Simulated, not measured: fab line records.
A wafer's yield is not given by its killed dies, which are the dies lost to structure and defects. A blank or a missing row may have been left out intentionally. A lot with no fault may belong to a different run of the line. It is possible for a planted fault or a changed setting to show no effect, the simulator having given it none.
fab line records ; flow sky130
record: lots: 4; wafers: 12; last_day: 50
route steps=708 shown VIA2@527 METAL3@532 CAPM@537 PAD_OPEN@708
lots that met no fault: from a run of the same line without faults
start_h: hours from the record's opening day to when the first of the lot's shown wafers began ; wait_h: time in hours since the lot's previous step ; " repeats the value in the row above ; L1.1+2: one row covering several wafers at once ; - no value present, or no start provided ; * or withheld: withheld ; < > ~ a bound
route shown NAME@n: NAME is a module with steps in the file, n the number in the route of the first one ; usual: mean and standard deviation over wafers with no fault ; same: alike in all rows ; chamber/n: place in a boat ; sites: each site's reading ; _std_site: standard deviation of those values ; _edge_site: the outer-site mean with the inner-site mean subtracted ; radius_mm: for every site, how far away it sits from the centre of the wafer ; mask NAME#n: copy n ; behind: the most recent tool/chamber to have shaped the wafer ; hold: what put the lot on hold/how long, in hours/how the hold closed ; device: which transistor (n, p or np) failed to switch ; end of line: tests of these same wafers at the route's end ; a step without rows: its recipe alone ; killed: dies that structure and defects cost at the first sort, which is not the same as the wafer's yield ; map: shows each die of a wafer: x if killed, . if not, _ if none is there
set.NAME: the setting as run; set.NAME@STEP: as run at that earlier step ; model.NAME: the simulator's own value behind a step, which no gauge read
lots seen at some steps along the route; tables by step, rows by wafer
services: a tool's chamber out of use, with start hour (start_h, from the record's first day; less than 0 if before it), hours out, and reason
== steps ==
step: SKY_VIA2_SPUTTER_20
recipe: material: TiN; target_thk_nm: 20; chamber_pressure_pa: 5; power_w: 4000; time_s: 80
step: SKY_VIA2_CVD_21
recipe: material: W; target_thk_nm: 420; time_s: 126.4; temp_c: 400; pressure_torr: 40
step: SKY_VIA2_CMP_24
recipe: stop_on: SiO2; t_overpolish_s: 20; down_force_psi: 3.5; platen_rpm: 60; target_thk_nm: 0; pad_velocity_m_s: 0.94248
step: SKY_METAL3_SPUTTER_00
recipe: material: Ti; target_thk_nm: 15; power_w: 3000; time_s: 10; chamber_pressure_pa: 0.4
step: SKY_METAL3_SPUTTER_01
recipe: material: TiN; target_thk_nm: 20; power_w: 6500; time_s: 16.7; chamber_pressure_pa: 0.4
step: SKY_METAL3_SPUTTER_02
recipe: material: AlCu; target_thk_nm: 735; power_w: 10600; time_s: 39.1; chamber_pressure_pa: 0.4
step: SKY_METAL3_SPUTTER_03
recipe: material: Ti; target_thk_nm: 5; power_w: 3000; time_s: 3.3; chamber_pressure_pa: 0.4
step: SKY_METAL3_SPUTTER_04
recipe: material: TiN; target_thk_nm: 70; power_w: 6500; time_s: 58.3; chamber_pressure_pa: 0.4
step: SKY_CAPM_CVD_00
recipe: material: SiO2; target_thk_nm: 15.5; temp_c: 400; time_s: withheld; rf_w: 450
step: SKY_CAPM_SPUTTER_02
recipe: material: TiN; target_thk_nm: 200; temp_c: 300; power_w: 6500; time_s: 166.7; chamber_pressure_pa: 0.4
usual: cathode_dc_power_W: 6500.0/1.1; throttle_valve_pct: 30.3/1.1
lot.wafer;tool;chamber;start_h;wait_h;cathode_dc_power_W;throttle_valve_pct;model.TiN_of_CAPM_SPUTTER_02.thk_nm
L651.1;pvd_sputter-02;-;886.63;0.1;6499.0;29.7;200.6
L651.3;pvd_sputter-02;-;886.63;0.1;6499.0;30.8;202.4
L651.4;pvd_sputter-02;-;886.63;0.1;6501.9;32.1;200.3
L660.1;pvd_sputter-02;-;950.20;0.1;6276.9;29.4;193.2
L660.2;pvd_sputter-02;-;950.20;0.1;6276.2;32.3;192
L660.5;pvd_sputter-02;-;950.20;0.1;6273.2;29.6;192.1
L662.1;pvd_sputter-02;-;962.46;0.1;6275.4;30.6;194.6
L662.2;pvd_sputter-02;-;962.46;0.1;6273.9;29.3;194.1
L662.6;pvd_sputter-02;-;962.46;0.1;6273.7;30.9;194.2
L668.1;pvd_sputter-04;-;1000.78;0.1;6499.0;29.3;197.8
L668.2;pvd_sputter-04;-;1000.78;0.1;6500.2;31.7;197.8
L668.4;pvd_sputter-04;-;1000.78;0.1;6501.2;31.1;198.4
step: SKY_CAPM_RS_MEAS_03
recipe: thk_meas_gauge: four-point-probe; reads: TiN_of_CAPM_SPUTTER_02
usual: CAPM_TIN_RS: 6.92/0.057
lot.wafer;tool;chamber;start_h;wait_h;hold;CAPM_TIN_RS[ohm/sq]
L651.1;film_metro-01;-;886.74;0.1;-;6.90
L651.3;film_metro-01;-;886.74;0.1;-;6.82
L651.4;film_metro-01;-;886.74;0.1;-;6.89
L660.1;film_metro-04;-;950.31;0.1;await_dispo/0.2h/release;7.15
L660.2;film_metro-04;-;950.31;0.1;await_dispo/0.2h/release;7.21
L660.5;film_metro-04;-;950.31;0.1;await_dispo/0.2h/release;7.21
L660.1;film_metro-04;-;950.60;0.3;-;7.17
L660.2;film_metro-04;-;950.60;0.3;-;7.20
L660.5;film_metro-04;-;950.60;0.3;-;7.22
L662.1;film_metro-04;-;962.57;0.1;await_dispo/0.2h/release;7.11
L662.2;film_metro-04;-;962.57;0.1;await_dispo/0.2h/release;7.13
L662.6;film_metro-04;-;962.57;0.1;await_dispo/0.2h/release;7.15
L662.1;film_metro-04;-;962.86;0.3;-;7.11
L662.2;film_metro-04;-;962.86;0.3;-;7.12
L662.6;film_metro-04;-;962.86;0.3;-;7.12
L668.1;film_metro-01;-;1000.89;0.1;-;7.00
L668.2;film_metro-01;-;1000.89;0.1;-;6.98
L668.4;film_metro-01;-;1000.89;0.1;-;6.95
step: SKY_CAPM_THK_MEAS_04
recipe: thk_meas_gauge: xrf; reads: TiN_of_CAPM_SPUTTER_02
usual: CAPM_TIN_THK: 201.1/1.9
lot.wafer;tool;chamber;start_h;wait_h;hold;CAPM_TIN_THK[nm]
L651.1;film_metro-01;-;886.86;0.1;-;199.6
L651.3;film_metro-01;-;886.86;0.1;-;202.2
L651.4;film_metro-01;-;886.86;0.1;-;199.8
L660.1;film_metro-04;-;953.12;2.5;await_dispo/0.2h/release;194.6
L660.2;film_metro-04;-;953.12;2.5;await_dispo/0.2h/release;192.8
L660.5;film_metro-04;-;953.12;2.5;await_dispo/0.2h/release;193.2
L660.1;film_metro-04;-;953.35;0.2;-;193.7
L660.2;film_metro-04;-;953.35;0.2;-;193.6
L660.5;film_metro-04;-;953.35;0.2;-;193.3
L662.1;film_metro-04;-;968.38;5.5;await_dispo/5.4h/release;195.5
L662.2;film_metro-04;-;968.38;5.5;await_dispo/5.4h/release;194.9
L662.6;film_metro-04;-;968.38;5.5;await_dispo/5.4h/release;196.6
L668.1;film_metro-01;-;1001.01;0.1;-;198.9
L668.2;film_metro-01;-;1001.01;0.1;-;198.9
L668.4;film_metro-01;-;1001.01;0.1;-;199.5
step: SKY_CAPM_HMDS_06
recipe: prime_time_s: 60; prime_temp_c: 120
step: SKY_CAPM_COAT_07
recipe: resist: NOVOLAK; spin_rpm: 3000; resist_thk_nm: 1140
step: SKY_CAPM_SOFTBAKE_08
recipe: temp_c: 90; time_s: 60; resist: NOVOLAK
step: SKY_CAPM_EXPOSE_09
recipe: mask_id: CAPM; na: 0.6; source_shape: conventional; sigma_outer: 0.6; polarization: unpolarized; target_cd_nm: 1000; dose_mj: 159
step: SKY_CAPM_PEB_10
recipe: temp_c: withheld; time_s: *; resist: NOVOLAK
step: SKY_CAPM_DEVELOP_11
recipe: resist: NOVOLAK; developer: TMAH; develop_time_s: 60; dev_temp_c: 23
step: SKY_CAPM_METAL_ETCH_13
recipe: target_depth_nm: 220; stop_on: SiO2; chemistry: Cl2/BCl3; target: TiN; pressure_mtorr: 10; icp_w: 900; bias_w: 48.5; Cl2_flow_sccm: 60; bcl3_flow_sccm: 30; time_s: 62.9
usual: drypump_motor_current_A: 5.6/0.43; oes_product_au: 0.941/0.0066; throttle_valve_pct: 21.901/0.011
lot.wafer;tool;chamber;start_h;wait_h;drypump_motor_current_A;oes_product_au;rf_hours_counter_h;throttle_valve_pct;model.CAPM.feature_depth_nm;model.etch.depth_nm
L651.1;rie_metal-02;0;912.03;0.0;5.7;0.940;4;21.903;200.6;200.6
L651.3;rie_metal-02;1;912.03;0.0;5.3;0.943;-;21.893;202.4;202.4
L651.4;rie_metal-02;0;912.03;0.0;5.7;0.941;-;21.891;200.3;200.3
L660.1;rie_metal-01;1;974.16;0.0;5.3;0.929;13;21.912;193.2;193.2
L660.2;rie_metal-01;0;974.16;0.0;5.4;0.922;5;21.901;192;192
L660.5;rie_metal-01;1;974.16;0.0;5.3;0.919;-;21.916;192.1;192.1
L662.1;rie_metal-03;0;985.92;0.0;6.5;0.925;16;21.922;194.6;194.6
L662.2;rie_metal-03;1;985.92;0.0;6.0;0.929;12;21.896;194.1;194.1
L662.6;rie_metal-03;1;985.92;0.0;6.0;0.931;-;21.920;194.2;194.2
L668.1;rie_metal-01;1;1024.12;0.0;5.2;0.927;16;21.904;197.8;197.8
L668.2;rie_metal-01;0;1024.12;0.0;5.4;0.924;8;21.910;197.8;197.8
L668.4;rie_metal-01;1;1024.12;0.0;5.3;0.932;-;21.903;198.4;198.4
step: SKY_CAPM_STRIP_14
recipe: chemistry: O2/N2; power_w: 1400; pressure_mtorr: 1500; platen_temp_c: withheld; o2_flow_sccm: 3000; n2_flow_sccm: 300; overash_fraction: 0.5
step: SKY_CAPM_STRIP_15
recipe: chemistry: post_etch_residue_remover; time_s: 1200; temp_c: 72.5
step: SKY_CAPM_CLEAN_16
recipe: chemistry: IPA; time_s: 180; temp_c: 25
step: SKY_CAPM_CLEAN_17
recipe: chemistry: O3/DIW; dry: n2_spin
step: SKY_METAL3_DEHYDRATE_05
recipe: temp_c: 200; time_s: 60
step: SKY_METAL3_HMDS_06
recipe: prime_time_s: 60; prime_temp_c: 120
step: SKY_METAL3_COAT_07
recipe: resist: BARC; temp_c: withheld; time_s: withheld; spin_rpm: 3000; resist_thk_nm: 60
step: SKY_METAL3_COAT_08
recipe: resist: KrF-thick; spin_rpm: 3000; resist_thk_nm: 1140
step: SKY_METAL3_SOFTBAKE_09
recipe: temp_c: 100; time_s: 90; resist: KrF-thick
step: SKY_METAL3_EXPOSE_10
recipe: mask_id: MM3; na: 0.68; source_shape: annular; sigma_inner: 0.4; sigma_outer: 0.8; target_cd_nm: 300; dose_mj: 28
step: SKY_METAL3_PEB_11
recipe: peb_temp_c: withheld; peb_time_s: withheld; resist: KrF-thick
step: SKY_METAL3_DEVELOP_12
recipe: develop_time_s: 60; resist: KrF-thick; dev_temp_c: 21
step: SKY_METAL3_DESCUM_15
recipe: chemistry: O2; source_power_w: 150; bias_power_w: 0; pressure_mtorr: 10; temp_c: 40; time_s: 8
step: SKY_METAL3_ETCH_16
recipe: chemistry: N2/H2; target: BARC; ion_energy_ev: 200; bias_w: 100; pressure_mtorr: 30; n2_flow_sccm: 100; h2_flow_sccm: 200; icp_w: 500; stop_on: SiO2; time_s: 88.2; target_depth_a: 600
step: SKY_METAL3_ETCH_17
recipe: target: SiO2; stop_on: TiN; chemistry: C4F8/O2/Ar; source_w: 1500; bias_w: 1200; pressure_mtorr: 40; c4f8_flow_sccm: withheld; O2_flow_sccm: 6; Ar_flow_sccm: 300; time_s: 3.9; target_depth_a: 150
step: SKY_METAL3_METAL_ETCH_18
recipe: target_depth_a: 8450; stop_on: SiO2; over_etch_frac: 0.3; time_s: 183.1; chemistry: Cl2/BCl3; resist_sidewall_deg: 88; pressure_mtorr: 10; icp_w: 900; bias_w: 48.5; Cl2_flow_sccm: 60; bcl3_flow_sccm: 30
step: SKY_METAL3_STRIP_20
recipe: chemistry: post_etch_residue_remover; time_s: 1200; temp_c: 72.5
lot.wafer;tool;chamber;start_h;wait_h;model.TiN_of_CAPM_SPUTTER_02.thk_nm
L651.1;wet_bench-03;1;938.27;0.1;199.8
L651.3;wet_bench-03;1;938.27;0.1;201.6
L651.4;wet_bench-03;1;938.27;0.1;199.5
L660.1;wet_bench-03;0;999.34;0.1;192.4
L660.2;wet_bench-03;0;999.34;0.1;191.2
L660.5;wet_bench-03;0;999.34;0.1;191.3
L662.1;wet_bench-04;3;1010.49;0.1;193.8
L662.2;wet_bench-04;3;1010.49;0.1;193.3
L662.6;wet_bench-04;3;1010.49;0.1;193.4
L668.1+2;wet_bench-01;2;1047.31;0.1;196.9
L668.4;wet_bench-01;2;1047.31;0.1;197.6
step: SKY_PAD_OPEN_PROBE_99
usual: defect_limited_yield: 82.4/2; killed_at_M0_to_M3: 44/7.4; killed_at_M4_up: 3.1/1.8; killed_at_contacts: 24/5.6; killed_at_front_end: 15/4.9; killed_at_other: 0.4/0.59; killed_dies: 87/9.8; killed_on_rim: 17/4; killed_open: 47/7.2; killed_short: 39/6.8; sort_bin_3_pad_short: 0.9/0.41; sort_bin_5_function: 10.3/1.6; sort_bin_6_memory: 6.5/1.1; sort_n_pass: 405/9.8; sort_yield_pct: 82.4/2
same: gross_dies: 492; killed_at_back_side: 0; sort_bin_4_leakage[%]: 0; sort_bin_8_speed[%]: 0
lot.wafer;tool;chamber;start_h;wait_h;defect_limited_yield[%];killed_at_M0_to_M3;killed_at_M4_up;killed_at_contacts;killed_at_front_end;killed_at_other;killed_dies;killed_on_rim;killed_open;killed_short;sort_bin_3_pad_short[%];sort_bin_5_function[%];sort_bin_6_memory[%];sort_n_pass;sort_yield_pct[%];model.etest.cap_mim.plate_ohm_sq
L651.1;prober-02;-;1109.09;0.1;80.7;37;8;22;28;0;95;18;49;45;0.6;12.0;6.7;397;80.7;6.004
L651.3;prober-02;-;1109.19;0.2;79.3;55;2;22;22;1;102;17;45;55;0.8;12.6;7.3;390;79.3;5.886
L651.4;prober-02;-;1109.24;0.2;81.7;46;2;24;16;2;90;16;52;36;0.8;10.8;6.7;402;81.7;5.94
L660.1;prober-01;-;1155.42;0.1;80.5;52;3;27;13;1;96;21;49;47;1.2;12.4;5.9;396;80.5;6.182
L660.2;prober-01;-;1155.47;0.1;84.6;39;3;19;14;1;76;15;43;33;0.2;8.5;6.7;416;84.6;6.225
L660.5;prober-01;-;1155.62;0.2;82.7;43;3;27;12;0;85;23;45;39;1.0;8.5;7.7;407;82.7;6.239
L662.1;prober-01;-;1165.29;0.1;88.0;35;1;16;7;0;59;12;31;28;0.4;6.5;5.1;433;88.0;6.21
L662.2;prober-01;-;1165.34;0.1;83.5;45;0;24;12;0;81;9;56;25;0.6;10.0;5.9;411;83.5;6.2
L662.6;prober-01;-;1165.54;0.2;78.9;64;1;24;15;0;104;22;68;36;0.4;11.2;9.6;388;78.9;6.235
L668.1;prober-01;-;1190.82;0.1;79.9;49;7;28;15;0;99;19;57;42;0;12.4;7.7;393;79.9;6.102
L668.2;prober-01;-;1190.87;0.1;83.3;40;1;24;16;1;82;20;46;36;0.8;9.3;6.5;410;83.3;6.119
L668.4;prober-01;-;1190.97;0.2;81.5;43;2;24;22;0;91;19;48;43;0.6;11.2;6.7;401;81.5;6.08
killed by level:class
L651.1 VIA1:geometric_particle:open=16 POLY_GATE:geometric_particle:short=9 CONTACT:geometric_particle:open=6 LI_CONTACT:geometric_particle:short=6 LI_CONTACT:geometric_particle:open=6 METAL4:geometric_particle:short=6 FIELD_ISO:geometric_particle:open=5 VIA2:geometric_particle:open=5
L651.3 METAL2:geometric_particle:short=10 VIA2:geometric_particle:open=10 VIA1:geometric_particle:short=9 CONTACT:geometric_particle:open=8 CONTACT:geometric_particle:short=6 VIA2:geometric_particle:short=5 FIELD_ISO:geometric_particle:short=5 METAL1:geometric_particle:short=5
L651.4 CONTACT:geometric_particle:open=12 VIA1:geometric_particle:open=10 VIA2:geometric_particle:open=9 VIA3:geometric_particle:open=8 METAL1:geometric_particle:short=7 FIELD_ISO:geometric_particle:short=4 LI_CONTACT:geometric_particle:short=4 LI_CONTACT:geometric_particle:open=4
L660.1 VIA1:geometric_particle:open=18 CONTACT:geometric_particle:open=9 METAL2:geometric_particle:short=9 LOCAL_INTERCONNECT:geometric_particle:short=7 VIA2:geometric_particle:open=6 CONTACT:geometric_particle:short=6 POLY_GATE:geometric_particle:short=5 VIA1:geometric_particle:short=5
L660.2 VIA1:geometric_particle:open=8 CONTACT:geometric_particle:open=7 CONTACT:geometric_particle:short=6 METAL1:geometric_particle:short=6 VIA2:geometric_particle:open=6 VIA3:geometric_particle:open=6 POLY_GATE:geometric_particle:short=5 LI_CONTACT:geometric_particle:open=5
L660.5 VIA1:geometric_particle:open=8 LI_CONTACT:geometric_particle:open=7 VIA2:geometric_particle:open=7 LI_CONTACT:geometric_particle:short=6 CONTACT:geometric_particle:open=6 VIA1:geometric_particle:short=5 LOCAL_INTERCONNECT:geometric_particle:short=4 VIA3:geometric_particle:open=4
L662.1 VIA1:geometric_particle:open=8 METAL1:geometric_particle:short=6 LOCAL_INTERCONNECT:geometric_particle:short=5 VIA2:geometric_particle:open=5 LI_CONTACT:geometric_particle:open=4 CONTACT:geometric_particle:open=4 VIA1:geometric_particle:short=4 VIA3:geometric_particle:open=3
L662.2 VIA1:geometric_particle:open=13 CONTACT:geometric_particle:open=9 VIA2:geometric_particle:open=9 LI_CONTACT:geometric_particle:open=8 VIA3:geometric_particle:open=7 METAL2:geometric_particle:short=6 FIELD_ISO:geometric_particle:open=4 LOCAL_INTERCONNECT:geometric_particle:short=4
L662.6 VIA1:geometric_particle:open=27 LI_CONTACT:geometric_particle:open=9 CONTACT:geometric_particle:open=9 METAL2:geometric_particle:short=8 VIA2:geometric_particle:open=8 FIELD_ISO:geometric_particle:short=7 VIA3:geometric_particle:open=7 METAL1:geometric_particle:short=6
L668.1 VIA1:geometric_particle:open=12 LI_CONTACT:geometric_particle:open=11 METAL1:geometric_particle:short=6 VIA3:geometric_particle:open=6 VIA2:geometric_particle:open=6 CONTACT:geometric_particle:open=5 FIELD_ISO:geometric_particle:short=4 LOCAL_INTERCONNECT:geometric_particle:short=4
L668.2 LI_CONTACT:geometric_particle:open=12 VIA2:geometric_particle:open=8 CONTACT:geometric_particle:open=6 METAL1:geometric_particle:short=5 SPACER:geometric_particle:short=5 VIA1:geometric_particle:open=5 VIA2:geometric_particle:short=5 POLY_GATE:geometric_particle:open=4
L668.4 VIA1:geometric_particle:open=13 VIA2:geometric_particle:open=8 FIELD_ISO:geometric_particle:short=7 CONTACT:geometric_particle:open=6 VIA1:geometric_particle:short=6 VIA3:geometric_particle:open=6 LI_CONTACT:geometric_particle:short=5 LI_CONTACT:geometric_particle:open=5
== services ==
tool;chamber;start_h;hours;kind
pvd_sputter-04;-;911.24;1.8;repair
rie_metal-02;-;924.23;14.6;pm
pvd_sputter-02;-;939.99;5.9;repair
pvd_sputter-04;2;964.54;-;consumable_replace:kit
pvd_sputter-04;2;964.54;18.0;scheduled_down
pvd_sputter-04;2;964.54;18.0;vent_cycle
wet_bench-03;-;967.77;1.7;repair
rie_metal-02;-;1007.86;2.8;pm
pvd_sputter-04;-;1018.89;4.5;repair
wet_bench-01;-;1022.61;1.9;pm
wet_bench-04;-;1037.66;4.4;pm
== key ==
first_sign: step: SKY_CAPM_SPUTTER_02; reading: cathode_dc_power_W; direction: down; sigmas: 99+; usual: 6500.0; struck: 6274.9
effect: step: SKY_CAPM_RS_MEAS_03; reading: visit; direction: added
effect: step: SKY_CAPM_THK_MEAS_04; reading: visit; direction: added
model_effect: step: SKY_CAPM_SPUTTER_02; value: TiN_of_CAPM_SPUTTER_02.thk_nm; without: 200.3; struck: 193.4
model_effect: step: SKY_CAPM_METAL_ETCH_13; value: CAPM.feature_depth_nm; without: 200.3; struck: 193.4
model_effect: step: SKY_METAL3_STRIP_20; value: TiN_of_CAPM_SPUTTER_02.thk_nm; without: 199.5; struck: 192.5
model_effect: step: SKY_PAD_OPEN_PROBE_99; value: etest.cap_mim.plate_ohm_sq; without: 6.001; struck: 6.215
met_at SKY_CAPM_SPUTTER_02
struck_wafers L660.1,L660.2,L660.5,L662.1,L662.2,L662.6
onset_between 886.63 950.20
fault: kind: process_parameter_drift; tool: pvd_sputter-02; chamber: -; onset_h: 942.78; steps: SKY_CAPM_SPUTTER_02; channel: power_w; offset: *; shape: step; end_h: 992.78; acts_in: *; stated: *
